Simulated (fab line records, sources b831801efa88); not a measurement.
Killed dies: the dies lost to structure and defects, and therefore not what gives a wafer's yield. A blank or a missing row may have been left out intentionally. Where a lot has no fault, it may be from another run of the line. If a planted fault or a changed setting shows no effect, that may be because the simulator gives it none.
One fault through the eyes of 2 desks    flow gf180mcu    every desk sees just its own numbers, and what lay behind them comes last

== THE METROLOGY DESK ==
Lot by lot, what the gauges showed, no matter which tool ran the lot: averages of those sampled wafers that carry a number. Any lot whose mean is over 4 standard deviations away from the usual mean is out of limits and marked OUT; that distance is given in the brackets.
Columns: A = M3_ALCU_THK at GF_M3_THK_MEAS_06, usual 446 nm; B = V3_CVD_00_THK at GF_V3_THK_MEAS_01, usual 600 nm
lot   first seen here  A               B
L281  day 20 14:05     448             596
L283  day 21 02:55     441             591
L285  day 21 18:31     443             593
L286  day 22 05:00     448             604
L289  day 23 10:45     447             602
L291  day 24 05:03     441             604
L293  day 25 00:46     434             604
L294  day 25 01:10     451             595
L300  day 26 21:47     478 (+6.3) OUT  597
L301  day 27 14:18     472 (+5.1) OUT  595
L302  day 27 20:31     445             601
L303  day 28 04:07     443             596
Finding of this desk: L300, L301 out of limits, first seen on L300 at day 26 21:47 (M3_ALCU_THK at GF_M3_THK_MEAS_06). L281, L283, L285, L286, L289, L291, L293, L294, L302, L303 stayed within limits.

== DESK OF THE TOOL OWNER: pvd sputter-04 ==
At GF_M3_SPUTTER_04 (material TiN, target thk 50 nm, time 41.7 s) the tool's own readings: per lot run on this tool, the mean of the sampled wafers that have a number. Any lot whose mean is over 4 standard deviations away from the usual mean is out of limits and marked OUT; that distance is given in the brackets.
Columns: A = chamber pressure pa at GF_M3_SPUTTER_04, usual 0.4001 Pa; B = throttle valve pct at GF_M3_SPUTTER_04, usual 30.5 %
lot   first seen here  A       B
L286  day 22 04:50     0.4005  30.0
L291  day 24 04:53     0.4005  30.5
L294  day 25 00:59     0.3989  30.5
L300  day 26 21:37     0.4000  30.9
L301  day 27 14:08     0.4005  31.0
Result from this desk: across the 5 lots, nothing is out of limits.

== TAKEN TOGETHER ==
The metrology desk could have raised an alarm at day 26 21:47, on L300, L301.
Nothing out of limits was seen by the tool owner's desk.
On record at the tool owner's desk: L300, L301, within its limits.
GF_M3_SPUTTER_04 was run on pvd sputter-04 by each of the lots named.

== WHAT WAS PUT IN BY THE SIMULATOR ==
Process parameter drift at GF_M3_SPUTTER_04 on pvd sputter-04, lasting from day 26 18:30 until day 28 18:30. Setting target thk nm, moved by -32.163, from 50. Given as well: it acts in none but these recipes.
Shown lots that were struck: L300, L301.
Time in hours between the start of the fault and the first out-of-limits reading at each desk: metrology desk, 3.
